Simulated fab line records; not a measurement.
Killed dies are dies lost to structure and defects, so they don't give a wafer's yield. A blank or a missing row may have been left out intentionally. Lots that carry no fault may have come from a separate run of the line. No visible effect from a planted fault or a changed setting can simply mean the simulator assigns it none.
Split-lot experiment || flow sfq line || 23 wafers read from 5 lots, route of 325 steps

## THE SPLIT ITSELF
At SFQ_TRILAYER_C5_LITHO_COAT_151 (resist thk 650 nm), the setting resist thk nm was moved away from the recipe's 650 nm on 7 of the 23 wafers read, by -4.0% to -3.0%. This setting was run at the recipe's value on the other wafers.

## FROM THE SPLIT ON TO THE READING: in between, the file shows 1 step
- SFQ_TRILAYER_C5_BARC_OPEN_VIA_ETCH_210: etches BARC in O2, target depth 125 nm, time 41.7 s (also split here: time s)

## THE READING
KrF_of_TRILAYER_C5_LITHO_COAT_151.thk nm (the simulator's own value, which no gauge read), in nm, at SFQ_TRILAYER_C5_ETCH_VIA_ETCH_154 (etches SiO2 in CHF3, stops on Nb, target depth 84 nm). No usual value for it is given in the file. The 16 wafers here that ran the recipe average 563.1 nm, standard deviation 4.3 nm.

{"wafer": "L074.3", "tool, chamber at the split": "litho track-02, 0", "resist thk nm as run, nm": 650, "against the recipe": "recipe", "KrF_of_TRILAYER_C5_LITHO_COAT_151.thk nm, nm": 565.6, "against lot-mates on the recipe": "-"}
{"wafer": "L074.4", "tool, chamber at the split": "litho track-02, 0", "resist thk nm as run, nm": 650, "against the recipe": "recipe", "KrF_of_TRILAYER_C5_LITHO_COAT_151.thk nm, nm": 565.4, "against lot-mates on the recipe": "-"}
{"wafer": "L074.5", "tool, chamber at the split": "litho track-02, 0", "resist thk nm as run, nm": 650, "against the recipe": "recipe", "KrF_of_TRILAYER_C5_LITHO_COAT_151.thk nm, nm": 562.9, "against lot-mates on the recipe": "-"}
{"wafer": "L078.1", "tool, chamber at the split": "litho track-03, 0", "resist thk nm as run, nm": 650, "against the recipe": "recipe", "KrF_of_TRILAYER_C5_LITHO_COAT_151.thk nm, nm": 563.9, "against lot-mates on the recipe": "-"}
{"wafer": "L078.2", "tool, chamber at the split": "litho track-03, 0", "resist thk nm as run, nm": 650, "against the recipe": "recipe", "KrF_of_TRILAYER_C5_LITHO_COAT_151.thk nm, nm": 562.1, "against lot-mates on the recipe": "-"}
{"wafer": "L078.4", "tool, chamber at the split": "litho track-03, 0", "resist thk nm as run, nm": 650, "against the recipe": "recipe", "KrF_of_TRILAYER_C5_LITHO_COAT_151.thk nm, nm": 570.5, "against lot-mates on the recipe": "-"}
{"wafer": "L078.5", "tool, chamber at the split": "litho track-03, 0", "resist thk nm as run, nm": 650, "against the recipe": "recipe", "KrF_of_TRILAYER_C5_LITHO_COAT_151.thk nm, nm": 570.2, "against lot-mates on the recipe": "-"}
{"wafer": "L078.6", "tool, chamber at the split": "litho track-03, 0", "resist thk nm as run, nm": 650, "against the recipe": "recipe", "KrF_of_TRILAYER_C5_LITHO_COAT_151.thk nm, nm": 569, "against lot-mates on the recipe": "-"}
{"wafer": "L079.1", "tool, chamber at the split": "litho track-03, 0", "resist thk nm as run, nm": 626.1, "against the recipe": "-3.7%", "KrF_of_TRILAYER_C5_LITHO_COAT_151.thk nm, nm": 538.6, "against lot-mates on the recipe": -24.0}
{"wafer": "L079.2", "tool, chamber at the split": "litho track-03, 0", "resist thk nm as run, nm": 650, "against the recipe": "recipe", "KrF_of_TRILAYER_C5_LITHO_COAT_151.thk nm, nm": 562.4, "against lot-mates on the recipe": "-"}
{"wafer": "L079.3", "tool, chamber at the split": "litho track-03, 0", "resist thk nm as run, nm": 626.1, "against the recipe": "-3.7%", "KrF_of_TRILAYER_C5_LITHO_COAT_151.thk nm, nm": 543.2, "against lot-mates on the recipe": -19.4}
{"wafer": "L079.4", "tool, chamber at the split": "litho track-03, 0", "resist thk nm as run, nm": 650, "against the recipe": "recipe", "KrF_of_TRILAYER_C5_LITHO_COAT_151.thk nm, nm": 562.8, "against lot-mates on the recipe": "-"}
{"wafer": "L079.6", "tool, chamber at the split": "litho track-03, 0", "resist thk nm as run, nm": 650, "against the recipe": "recipe", "KrF_of_TRILAYER_C5_LITHO_COAT_151.thk nm, nm": 562.6, "against lot-mates on the recipe": "-"}
{"wafer": "L083.1", "tool, chamber at the split": "litho track-02, 0", "resist thk nm as run, nm": 630.6, "against the recipe": "-3.0%", "KrF_of_TRILAYER_C5_LITHO_COAT_151.thk nm, nm": 538.4, "against lot-mates on the recipe": -20.9}
{"wafer": "L083.5", "tool, chamber at the split": "litho track-02, 0", "resist thk nm as run, nm": 630.6, "against the recipe": "-3.0%", "KrF_of_TRILAYER_C5_LITHO_COAT_151.thk nm, nm": 538.4, "against lot-mates on the recipe": -20.9}
{"wafer": "L083.2", "tool, chamber at the split": "litho track-02, 0", "resist thk nm as run, nm": 630.6, "against the recipe": "-3.0%", "KrF_of_TRILAYER_C5_LITHO_COAT_151.thk nm, nm": 536.9, "against lot-mates on the recipe": -22.4}
{"wafer": "L083.4", "tool, chamber at the split": "litho track-02, 0", "resist thk nm as run, nm": 650, "against the recipe": "recipe", "KrF_of_TRILAYER_C5_LITHO_COAT_151.thk nm, nm": 559.9, "against lot-mates on the recipe": "-"}
{"wafer": "L083.6", "tool, chamber at the split": "litho track-02, 0", "resist thk nm as run, nm": 650, "against the recipe": "recipe", "KrF_of_TRILAYER_C5_LITHO_COAT_151.thk nm, nm": 558.6, "against lot-mates on the recipe": "-"}
{"wafer": "L084.1", "tool, chamber at the split": "litho track-02, 0", "resist thk nm as run, nm": 650, "against the recipe": "recipe", "KrF_of_TRILAYER_C5_LITHO_COAT_151.thk nm, nm": 557.7, "against lot-mates on the recipe": "-"}
{"wafer": "L084.2", "tool, chamber at the split": "litho track-02, 0", "resist thk nm as run, nm": 650, "against the recipe": "recipe", "KrF_of_TRILAYER_C5_LITHO_COAT_151.thk nm, nm": 562.3, "against lot-mates on the recipe": "-"}
{"wafer": "L084.3", "tool, chamber at the split": "litho track-02, 0", "resist thk nm as run, nm": 650, "against the recipe": "recipe", "KrF_of_TRILAYER_C5_LITHO_COAT_151.thk nm, nm": 554.2, "against lot-mates on the recipe": "-"}
{"wafer": "L084.4", "tool, chamber at the split": "litho track-02, 0", "resist thk nm as run, nm": 623.9, "against the recipe": "-4.0%", "KrF_of_TRILAYER_C5_LITHO_COAT_151.thk nm, nm": 530.6, "against lot-mates on the recipe": -27.5}
{"wafer": "L084.5", "tool, chamber at the split": "litho track-02, 0", "resist thk nm as run, nm": 623.9, "against the recipe": "-4.0%", "KrF_of_TRILAYER_C5_LITHO_COAT_151.thk nm, nm": 537.1, "against lot-mates on the recipe": -21.0}

FIT RESULTS
A straight line over all 23 wafers: KrF_of_TRILAYER_C5_LITHO_COAT_151.thk nm changes by +7.23 nm for each +1% of resist thk nm; r = +0.94; the points scatter about the line by 4.4 nm.
The same after taking each lot's own level away (the mean of its wafers on the recipe; 23 wafers): +6.31 nm for each +1%; r = +0.97; scatter 2.7 nm.
That fit puts the effect of the largest move of resist thk nm on the reading at 25 nm.
Across the lots, their own levels run from 558.07 to 567.14 nm, a range of 2.1 times the standard deviation given above.
So the lot-to-lot level changes the slope: the two fits differ.
Check: -25 nm against its lot-mates is what the line predicts for one of the wafers moved furthest among these (-4.0%) when that wafer is left out of the fit. Against them it came out at -27.5 nm.

## OTHER SPLITS APPLIED TO THESE WAFERS
These wafers also went through other splits before the reading. Each is held against what the fit with the lots' levels taken away leaves over:
{"other split on the same wafers": "SFQ_TRILAYER_M5_BARC_OPEN_METAL_ETCH_161 icp w", "wafers away from the commonest value": 11, "r with KrF_of_TRILAYER_C5_LITHO_COAT_151.thk nm (lot level and that fit taken away)": "+0.37"}
{"other split on the same wafers": "SFQ_TRILAYER_C5_BARC_OPEN_VIA_ETCH_210 time s", "wafers away from the commonest value": 8, "r with KrF_of_TRILAYER_C5_LITHO_COAT_151.thk nm (lot level and that fit taken away)": -0.45}

## THE WHOLE CHAIN: every reading that the file lists as answering this split, in the file's order
{"step": "SFQ_TRILAYER_C5_LITHO_COAT_151", "what it does": "resist thk 650 nm", "reading": "KrF_of_TRILAYER_C5_LITHO_COAT_151.thk nm (the simulator's own value, which no gauge read)", "change (the file's fit)": "+6.64 nm for each +1% of the setting", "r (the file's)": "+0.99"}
{"step": "SFQ_TRILAYER_C5_BARC_OPEN_VIA_ETCH_210", "what it does": "etches BARC in O2, target depth 125 nm, time 41.7 s", "reading": "KrF_of_TRILAYER_C5_LITHO_COAT_151.thk nm (the simulator's own value, which no gauge read)", "change (the file's fit)": "+6.28 nm for each +1% of the setting", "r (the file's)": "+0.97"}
{"step": "SFQ_TRILAYER_C5_ETCH_VIA_ETCH_154", "what it does": "etches SiO2 in CHF3, stops on Nb, target depth 84 nm", "reading": "KrF_of_TRILAYER_C5_LITHO_COAT_151.thk nm (the simulator's own value, which no gauge read)", "change (the file's fit)": "+6.25 nm for each +1% of the setting", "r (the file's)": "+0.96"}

## FILE'S OWN FIT
KrF_of_TRILAYER_C5_LITHO_COAT_151.thk nm changes by +6.25 nm for each +1% of resist thk nm, r = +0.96.
